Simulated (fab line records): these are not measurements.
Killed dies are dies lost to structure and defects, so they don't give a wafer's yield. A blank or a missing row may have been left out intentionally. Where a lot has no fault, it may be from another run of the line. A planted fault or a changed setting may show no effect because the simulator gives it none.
Which tool is to blame? || flow gf180mcu || Sampling: 14 lots, 42 wafers, 4 of 602 route steps

## WHAT THE GAUGES READ, wafer by wafer
Not one reading of a measure or inspect step in the record can be checked against a usual standard deviation.

## WHAT TOOL EACH LOT RAN ON (gives the tool, then ch and the chambers of the sampled wafers, and finally the start)
{"lot": "L882", "GF_SALICIDE_RTA_06": "rtp anneal-01 ch 0, day 16 22:39", "GF_M1_STRIP_17": "plasma asher-01 ch 0,1, day 19 00:37", "GF_M3_SPUTTER_02": "pvd sputter-04, day 22 09:58", "GF_M3_SPUTTER_03": "pvd sputter-04, day 22 09:59"}
{"lot": "L883", "GF_SALICIDE_RTA_06": "rtp anneal-01 ch 0, day 17 10:56", "GF_M1_STRIP_17": "plasma asher-04 ch 0,1, day 19 13:56", "GF_M3_SPUTTER_02": "pvd sputter-04, day 22 23:52", "GF_M3_SPUTTER_03": "pvd sputter-04, day 22 23:53"}
{"lot": "L884", "GF_SALICIDE_RTA_06": "rtp anneal-01 ch 0, day 17 17:48", "GF_M1_STRIP_17": "plasma asher-03 ch 0,1, day 19 22:01", "GF_M3_SPUTTER_02": "pvd sputter-03, day 23 06:58", "GF_M3_SPUTTER_03": "pvd sputter-03, day 23 06:59"}
{"lot": "L885", "GF_SALICIDE_RTA_06": "rtp anneal-01 ch 0, day 18 03:23", "GF_M1_STRIP_17": "plasma asher-03 ch 0, day 20 07:52", "GF_M3_SPUTTER_02": "pvd sputter-03, day 23 15:49", "GF_M3_SPUTTER_03": "pvd sputter-03, day 23 15:50"}
{"lot": "L887", "GF_SALICIDE_RTA_06": "rtp anneal-01 ch 0, day 18 19:18", "GF_M1_STRIP_17": "plasma asher-04 ch 0,1, day 21 00:30", "GF_M3_SPUTTER_02": "pvd sputter-03, day 24 07:55", "GF_M3_SPUTTER_03": "pvd sputter-03, day 24 07:56"}
{"lot": "L889", "GF_SALICIDE_RTA_06": "rtp anneal-02 ch 0, day 19 07:13", "GF_M1_STRIP_17": "plasma asher-01 ch 0,1, day 21 12:47", "GF_M3_SPUTTER_02": "pvd sputter-01, day 24 19:11", "GF_M3_SPUTTER_03": "pvd sputter-01, day 24 19:13"}
{"lot": "L890", "GF_SALICIDE_RTA_06": "rtp anneal-01 ch 0, day 19 22:43", "GF_M1_STRIP_17": "plasma asher-04 ch 0,1, day 22 04:05", "GF_M3_SPUTTER_02": "pvd sputter-01, day 25 10:10", "GF_M3_SPUTTER_03": "pvd sputter-01, day 25 10:11"}
{"lot": "L891", "GF_SALICIDE_RTA_06": "rtp anneal-01 ch 0, day 20 05:04", "GF_M1_STRIP_17": "plasma asher-03 ch 0,1, day 22 10:24", "GF_M3_SPUTTER_02": "pvd sputter-04, day 25 14:58", "GF_M3_SPUTTER_03": "pvd sputter-04, day 25 14:59"}
{"lot": "L892", "GF_SALICIDE_RTA_06": "rtp anneal-02 ch 0, day 20 16:17", "GF_M1_STRIP_17": "plasma asher-01 ch 0,1, day 22 20:55", "GF_M3_SPUTTER_02": "pvd sputter-04, day 26 00:34", "GF_M3_SPUTTER_03": "pvd sputter-04, day 26 00:35"}
{"lot": "L893", "GF_SALICIDE_RTA_06": "rtp anneal-02 ch 0, day 20 21:20", "GF_M1_STRIP_17": "plasma asher-01 ch 0,1, day 23 01:47", "GF_M3_SPUTTER_02": "pvd sputter-04, day 26 06:55", "GF_M3_SPUTTER_03": "pvd sputter-04, day 26 06:57"}
{"lot": "L894", "GF_SALICIDE_RTA_06": "rtp anneal-02 ch 0, day 21 03:49", "GF_M1_STRIP_17": "plasma asher-04 ch 0,1, day 23 07:55", "GF_M3_SPUTTER_02": "pvd sputter-04, day 26 11:49", "GF_M3_SPUTTER_03": "pvd sputter-04, day 26 11:50"}
{"lot": "L898", "GF_SALICIDE_RTA_06": "rtp anneal-01 ch 0, day 22 12:11", "GF_M1_STRIP_17": "plasma asher-04 ch 0,1, day 24 13:50", "GF_M3_SPUTTER_02": "pvd sputter-03, day 27 15:20", "GF_M3_SPUTTER_03": "pvd sputter-03, day 27 15:22"}
{"lot": "L902", "GF_SALICIDE_RTA_06": "rtp anneal-01 ch 0, day 23 16:30", "GF_M1_STRIP_17": "plasma asher-03 ch 0,1, day 25 17:03", "GF_M3_SPUTTER_02": "pvd sputter-04, day 28 15:00", "GF_M3_SPUTTER_03": "pvd sputter-04, day 28 15:02"}
{"lot": "L904", "GF_SALICIDE_RTA_06": "rtp anneal-02 ch 0, day 24 09:38", "GF_M1_STRIP_17": "plasma asher-03 ch 0, day 26 10:48", "GF_M3_SPUTTER_02": "pvd sputter-01, day 29 08:11", "GF_M3_SPUTTER_03": "pvd sputter-01, day 29 08:13"}
- GF_SALICIDE_RTA_06: time 30 s.
- GF_M1_STRIP_17: strips in O2/N2.
- GF_M3_SPUTTER_02: material AlCu, target thk 450 nm, time 23.9 s.
- GF_M3_SPUTTER_03: material Ti, target thk 10 nm, time 6.7 s.

## WHAT THE TOOLS THEMSELVES READ (means of the sampled wafers that have a number; where no wafer has one, the mark that the record gives instead)
GF_SALICIDE_RTA_06.
{"lot": "L882", "tool": "rtp anneal-01", "lamp power pct (%)": 6.0, "wafer_temp_C_max": 532.6}
{"lot": "L883", "tool": "rtp anneal-01", "lamp power pct (%)": 6.0, "wafer_temp_C_max": 532.9}
{"lot": "L884", "tool": "rtp anneal-01", "lamp power pct (%)": 6.0, "wafer_temp_C_max": 533.4}
{"lot": "L885", "tool": "rtp anneal-01", "lamp power pct (%)": 6.0, "wafer_temp_C_max": 532.9}
{"lot": "L887", "tool": "rtp anneal-01", "lamp power pct (%)": 6.0, "wafer_temp_C_max": 533.2}
{"lot": "L889", "tool": "rtp anneal-02", "lamp power pct (%)": 7.1, "wafer_temp_C_max": 532.0}
{"lot": "L890", "tool": "rtp anneal-01", "lamp power pct (%)": 6.0, "wafer_temp_C_max": 532.7}
{"lot": "L891", "tool": "rtp anneal-01", "lamp power pct (%)": 6.0, "wafer_temp_C_max": 533.4}
{"lot": "L892", "tool": "rtp anneal-02", "lamp power pct (%)": 7.1, "wafer_temp_C_max": 532.4}
{"lot": "L893", "tool": "rtp anneal-02", "lamp power pct (%)": 7.1, "wafer_temp_C_max": 532.7}
{"lot": "L894", "tool": "rtp anneal-02", "lamp power pct (%)": 7.1, "wafer_temp_C_max": 532.0}
{"lot": "L898", "tool": "rtp anneal-01", "lamp power pct (%)": 5.0, "wafer_temp_C_max": 489.5}
{"lot": "L902", "tool": "rtp anneal-01", "lamp power pct (%)": 5.0, "wafer_temp_C_max": 489.7}
{"lot": "L904", "tool": "rtp anneal-02", "lamp power pct (%)": 7.1, "wafer_temp_C_max": 532.1}

GF_M1_STRIP_17.
{"lot": "L882", "tool": "plasma asher-01", "drypump motor current A (A)": 5.2, "heater power w (W)": 313, "n2 flow sccm (sccm)": 301.2, "oes product au (a.u.)": 0.533, "strip time to endpoint s (s)": 7.26}
{"lot": "L883", "tool": "plasma asher-04", "drypump motor current A (A)": 5.7, "heater power w (W)": 368, "n2 flow sccm (sccm)": 300.2, "oes product au (a.u.)": 0.539, "strip time to endpoint s (s)": 7.40}
{"lot": "L884", "tool": "plasma asher-03", "drypump motor current A (A)": 6.1, "heater power w (W)": 297, "n2 flow sccm (sccm)": 299.7, "oes product au (a.u.)": 0.545, "strip time to endpoint s (s)": 7.44}
{"lot": "L885", "tool": "plasma asher-03", "drypump motor current A (A)": 5.8, "heater power w (W)": 297, "n2 flow sccm (sccm)": 299.8, "oes product au (a.u.)": 0.538, "strip time to endpoint s (s)": 7.40}
{"lot": "L887", "tool": "plasma asher-04", "drypump motor current A (A)": 5.7, "heater power w (W)": 360, "n2 flow sccm (sccm)": 298.9, "oes product au (a.u.)": 0.543, "strip time to endpoint s (s)": 7.43}
{"lot": "L889", "tool": "plasma asher-01", "drypump motor current A (A)": 5.2, "heater power w (W)": 309, "n2 flow sccm (sccm)": 299.6, "oes product au (a.u.)": 0.534, "strip time to endpoint s (s)": 7.40}
{"lot": "L890", "tool": "plasma asher-04", "drypump motor current A (A)": 5.7, "heater power w (W)": 338, "n2 flow sccm (sccm)": 300.1, "oes product au (a.u.)": 0.541, "strip time to endpoint s (s)": 7.52}
{"lot": "L891", "tool": "plasma asher-03", "drypump motor current A (A)": 6.3, "heater power w (W)": 295, "n2 flow sccm (sccm)": 300.0, "oes product au (a.u.)": 0.539, "strip time to endpoint s (s)": 7.41}
{"lot": "L892", "tool": "plasma asher-01", "drypump motor current A (A)": 5.4, "heater power w (W)": 296, "n2 flow sccm (sccm)": 300.7, "oes product au (a.u.)": 0.537, "strip time to endpoint s (s)": 7.34}
{"lot": "L893", "tool": "plasma asher-01", "drypump motor current A (A)": 5.4, "heater power w (W)": 296, "n2 flow sccm (sccm)": 299.5, "oes product au (a.u.)": 0.536, "strip time to endpoint s (s)": 7.31}
{"lot": "L894", "tool": "plasma asher-04", "drypump motor current A (A)": 5.7, "heater power w (W)": 354, "n2 flow sccm (sccm)": 299.3, "oes product au (a.u.)": 0.530, "strip time to endpoint s (s)": 7.33}
{"lot": "L898", "tool": "plasma asher-04", "drypump motor current A (A)": 5.7, "heater power w (W)": 359, "n2 flow sccm (sccm)": 299.7, "oes product au (a.u.)": 0.538, "strip time to endpoint s (s)": 7.39}
{"lot": "L902", "tool": "plasma asher-03", "drypump motor current A (A)": 6.3, "heater power w (W)": 296, "n2 flow sccm (sccm)": 301.1, "oes product au (a.u.)": 0.536, "strip time to endpoint s (s)": 7.40}
{"lot": "L904", "tool": "plasma asher-03", "drypump motor current A (A)": 5.8, "heater power w (W)": 296, "n2 flow sccm (sccm)": 300.4, "oes product au (a.u.)": 0.537, "strip time to endpoint s (s)": 7.35}

GF_M3_SPUTTER_02.
{"lot": "L882", "tool": "pvd sputter-04", "throttle valve pct (%)": 30.3}
{"lot": "L883", "tool": "pvd sputter-04", "throttle valve pct (%)": 30.7}
{"lot": "L884", "tool": "pvd sputter-03", "throttle valve pct (%)": 29.8}
{"lot": "L885", "tool": "pvd sputter-03", "throttle valve pct (%)": 29.9}
{"lot": "L887", "tool": "pvd sputter-03", "throttle valve pct (%)": 30.2}
{"lot": "L889", "tool": "pvd sputter-01", "throttle valve pct (%)": 28.6}
{"lot": "L890", "tool": "pvd sputter-01", "throttle valve pct (%)": 29.1}
{"lot": "L891", "tool": "pvd sputter-04", "throttle valve pct (%)": 30.3}
{"lot": "L892", "tool": "pvd sputter-04", "throttle valve pct (%)": 30.3}
{"lot": "L893", "tool": "pvd sputter-04", "throttle valve pct (%)": 30.3}
{"lot": "L894", "tool": "pvd sputter-04", "throttle valve pct (%)": 30.3}
{"lot": "L898", "tool": "pvd sputter-03", "throttle valve pct (%)": 30.4}
{"lot": "L902", "tool": "pvd sputter-04", "throttle valve pct (%)": 30.5}
{"lot": "L904", "tool": "pvd sputter-01", "throttle valve pct (%)": 29.4}

GF_M3_SPUTTER_03.
{"lot": "L882", "tool": "pvd sputter-04", "throttle valve pct (%)": 30.2}
{"lot": "L883", "tool": "pvd sputter-04", "throttle valve pct (%)": 30.5}
{"lot": "L884", "tool": "pvd sputter-03", "throttle valve pct (%)": 29.9}
{"lot": "L885", "tool": "pvd sputter-03", "throttle valve pct (%)": 29.8}
{"lot": "L887", "tool": "pvd sputter-03", "throttle valve pct (%)": 30.0}
{"lot": "L889", "tool": "pvd sputter-01", "throttle valve pct (%)": 28.6}
{"lot": "L890", "tool": "pvd sputter-01", "throttle valve pct (%)": 28.8}
{"lot": "L891", "tool": "pvd sputter-04", "throttle valve pct (%)": 30.3}
{"lot": "L892", "tool": "pvd sputter-04", "throttle valve pct (%)": 30.2}
{"lot": "L893", "tool": "pvd sputter-04", "throttle valve pct (%)": 30.4}
{"lot": "L894", "tool": "pvd sputter-04", "throttle valve pct (%)": 30.2}
{"lot": "L898", "tool": "pvd sputter-03", "throttle valve pct (%)": 30.6}
{"lot": "L902", "tool": "pvd sputter-04", "throttle valve pct (%)": 30.6}
{"lot": "L904", "tool": "pvd sputter-01", "throttle valve pct (%)": 29.3}

## THE ANSWER, worked out from the rows above alone
Rule: usual is defined by the lots themselves. The widest of any qualifying gaps counts: lots, ordered by their means at a reading, are off when they make up no more than a third of the lots, leave a main group of 4 or more, and stand apart from it by 3 or more times the standard deviation of that group's means. If all means in a main group match to the digits the tables above print for the reading, that group is not used. A lot without any number at a reading at which 4 lots or more have one is off too. The other lots that the step has rows for count as sound. After the gauges, taken in route order, come the tools' own readings; for these a lot's mean is taken, as printed above. At the first step where some lot is off, the reading lying furthest off is the one used; lots without a number count as furthest.
Off: L898, L902 (GF_SALICIDE_RTA_06, wafer_temp_C_max). The main group has a mean of 532.7 with a standard deviation of 0.48.
A tool fits if, at that step or a process step before it, it ran every lot that is off, and no sound lot after the first of them. One fits: GF_SALICIDE_RTA_06 on rtp anneal-01. Its last sound lot is L891 (day 20 05:04), its first lot that is off L898 (day 22 12:11): a fault that began between those two fits.
The tool's own readings at GF_SALICIDE_RTA_06 bear it out: on the lots that are off they differ by more than 5 times the standard deviation of the sound lots' means. wafer_temp_C_max reads 489.6 there against 532.7 on the sound lots.

## WHAT HAD BEEN PUT IN BY THE SIMULATOR
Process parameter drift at GF_SALICIDE_RTA_06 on rtp anneal-01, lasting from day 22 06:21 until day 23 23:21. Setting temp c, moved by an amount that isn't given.
Struck lots among those shown: L898, L902. The rule above found the same.
